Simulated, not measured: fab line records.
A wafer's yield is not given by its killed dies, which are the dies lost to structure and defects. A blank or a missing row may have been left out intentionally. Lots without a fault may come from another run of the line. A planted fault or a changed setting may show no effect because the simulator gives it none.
Which tool did it? / flow sfq line / 7 lots (21 wafers sampled), 1 step of a 325-step route

## WHAT THE GAUGES READ, wafer by wafer
SFQ_INCOMING_BOW_MEAS_900.
lot=L216; measured=day 1 15:00; on=film metro-02; INCOMING_BOW (um)=-1 6 -3
lot=L218; measured=day 2 01:00; on=film metro-04; INCOMING_BOW (um)=0 -1 4
lot=L220; measured=day 2 11:04; on=film metro-02; INCOMING_BOW (um)=0 4 9
lot=L222; measured=day 2 21:02; on=film metro-04; INCOMING_BOW (um)=-4 14 -4
lot=L229; measured=day 4 08:02; on=film metro-02; INCOMING_BOW (um)=-1 0 -7
lot=L236; measured=day 5 19:01; on=film metro-03; INCOMING_BOW (um)=-7 4 5
lot=L238; measured=day 6 05:01; on=film metro-02; INCOMING_BOW (um)=4 -1 5

## EACH LOT AND THE TOOL THAT RAN IT (in order: tool; ch and the chambers of the sampled wafers; start)
There is no process step in the record ahead of these readings.

## THE ANSWER, worked out from the rows above alone
Rule: the lots themselves supply what counts as usual. The widest of any qualifying gaps counts: lots, ordered by their means at a reading, are off when they make up no more than a third of the lots, leave a main group of 4 or more, and stand apart from it by 3 or more times the standard deviation of that group's means. Not used: any main group whose means are identical at the precision the tables above print for the reading. Also off: a lot with no number at a reading for which 4 or more lots have one. Where the step has rows for the other lots, those lots are counted as sound.
None of the lots is off at any reading shown; this tells nothing.

## WHAT THE SIMULATOR HAD INSERTED
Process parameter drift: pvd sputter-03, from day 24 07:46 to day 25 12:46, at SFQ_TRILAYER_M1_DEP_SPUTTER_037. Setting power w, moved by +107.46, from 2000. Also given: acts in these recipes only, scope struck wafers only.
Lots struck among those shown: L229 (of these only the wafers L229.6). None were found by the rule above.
